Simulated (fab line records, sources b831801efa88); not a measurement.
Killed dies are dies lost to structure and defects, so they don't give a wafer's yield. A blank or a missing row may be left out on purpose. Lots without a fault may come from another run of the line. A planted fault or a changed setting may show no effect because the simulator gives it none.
Which tool did it? | flow gf180mcu | 15 lots, 45 wafers sampled, at 3 steps of a route of 602

WHAT THE GAUGES READ, wafer by wafer
GF_V4_OVL_MEAS_15.
lot  | measured     | on         | V4_OVL (nm)
L555 | day 24 09:17 | overlay-01 | 7 14 11
L556 | day 25 02:01 | overlay-01 | -1 -2 3
L559 | day 25 19:35 | overlay-01 | 1 2 -2
L558 | day 25 22:59 | overlay-01 | -3 7 4
L561 | day 26 17:08 | overlay-02 | -1 -3 -6
L562 | day 27 03:11 | overlay-01 | 0 -7 -6
L564 | day 27 10:32 | overlay-01 | -1 0 -3
L563 | day 27 12:59 | overlay-02 | 2 -7 -3
L565 | day 27 21:32 | overlay-02 | 0 6 2
L572 | day 29 12:11 | overlay-01 | 9 9 2
L573 | day 30 00:12 | overlay-01 | 0 -1 -3
L574 | day 30 00:56 | overlay-01 | -3 0 -9
L576 | day 30 16:50 | overlay-01 | 4 -7 -6
L577 | day 30 22:29 | overlay-02 | 0 -6 -2
L578 | day 31 09:14 | overlay-02 | 6 -5 -4

GF_M5_CD_MEAS_07: target cd 280 nm.
lot  | measured     | on        | cd_nm (nm)
L555 | day 26 06:32 | cd_sem-01 | 279.5 280.9 282.1
L556 | day 26 21:58 | cd_sem-02 | 281.3 280.3 280.8
L559 | day 27 15:13 | cd_sem-02 | 280.5 280.9 280.6
L558 | day 27 18:07 | cd_sem-01 | 280.0 280.9 281.2
L561 | day 28 11:32 | cd_sem-02 | 277.9 277.6 278.8
L562 | day 28 21:31 | cd_sem-01 | 280.6 280.7 280.8
L564 | day 29 03:52 | cd_sem-02 | 280.4 279.0 278.6
L563 | day 29 05:29 | cd_sem-02 | 279.7 280.5 279.8
L565 | day 29 14:19 | cd_sem-02 | 279.3 280.1 280.0
L572 | day 31 03:05 | cd_sem-01 | 279.3 280.7 280.5
L573 | day 31 14:42 | cd_sem-01 | 278.6 278.1 278.7
L574 | day 31 15:55 | cd_sem-01 | 278.9 278.2 280.9
L576 | day 32 05:27 | cd_sem-02 | 280.8 279.9 280.2
L577 | day 32 10:38 | cd_sem-01 | 280.4 279.3 279.9
L578 | day 32 20:34 | cd_sem-02 | 279.2 278.5 279.1

GF_V5_THK_MEAS_01.
lot  | measured     | on            | V5_CVD_00_THK (nm)
L555 | day 26 07:26 | film_metro-04 | 302 302 302
L556 | day 26 22:49 | film_metro-02 | 296 301 302
L559 | day 27 16:07 | film_metro-04 | 298 301 300
L558 | day 27 19:00 | film_metro-01 | 299 302 303
L561 | day 28 12:31 | film_metro-01 | 300 301 299
L562 | day 28 22:25 | film_metro-04 | 306 305 306
L564 | day 29 04:46 | film_metro-01 | 293 302 298
L563 | day 29 06:23 | film_metro-01 | 295 301 301
L565 | day 29 15:19 | film_metro-02 | 305 304 306
L572 | day 31 03:56 | film_metro-01 | 306 299 301
L573 | day 31 15:33 | film_metro-01 | 302 298 299
L574 | day 31 16:46 | film_metro-01 | 299 302 300
L576 | day 32 06:20 | film_metro-04 | 304 299 303
L577 | day 32 11:37 | film_metro-02 | 292 303 299
L578 | day 32 21:26 | film_metro-02 | 299 306 302

WHICH TOOL RAN EACH LOT (tool, then ch and the chambers of the sampled wafers, then the start)
The record holds no process step before these readings.

WHAT THE TOOLS THEMSELVES READ (means of the sampled wafers that have a number; where no wafer has one, the mark that the record gives instead)
The record holds no such reading with a usual standard deviation.

THE ANSWER, worked out from the rows above alone
Rule: what is usual is taken from the lots themselves. Put in order of their means at a reading, lots are off if they are a third of the lots or fewer, leave a main group of 4 or more, and stand apart from it by a gap of 3 or more times the standard deviation of the main group's means; of several such gaps the widest counts. A main group whose means are all the same, to the digits that the tables above print for the reading, isn't used. A lot without any number at a reading at which 4 lots or more have one is off too. The other lots that the step has rows for count as sound. The gauges are gone through in route order, then the tools' own readings, and for those a lot's mean is taken as printed above. The first step at which some lot is off is used, and at that step the reading that is off furthest; a lot without a number counts as furthest.
No lot is off at any reading shown: from this, nothing can be told.

WHAT THE SIMULATOR HAD PUT IN
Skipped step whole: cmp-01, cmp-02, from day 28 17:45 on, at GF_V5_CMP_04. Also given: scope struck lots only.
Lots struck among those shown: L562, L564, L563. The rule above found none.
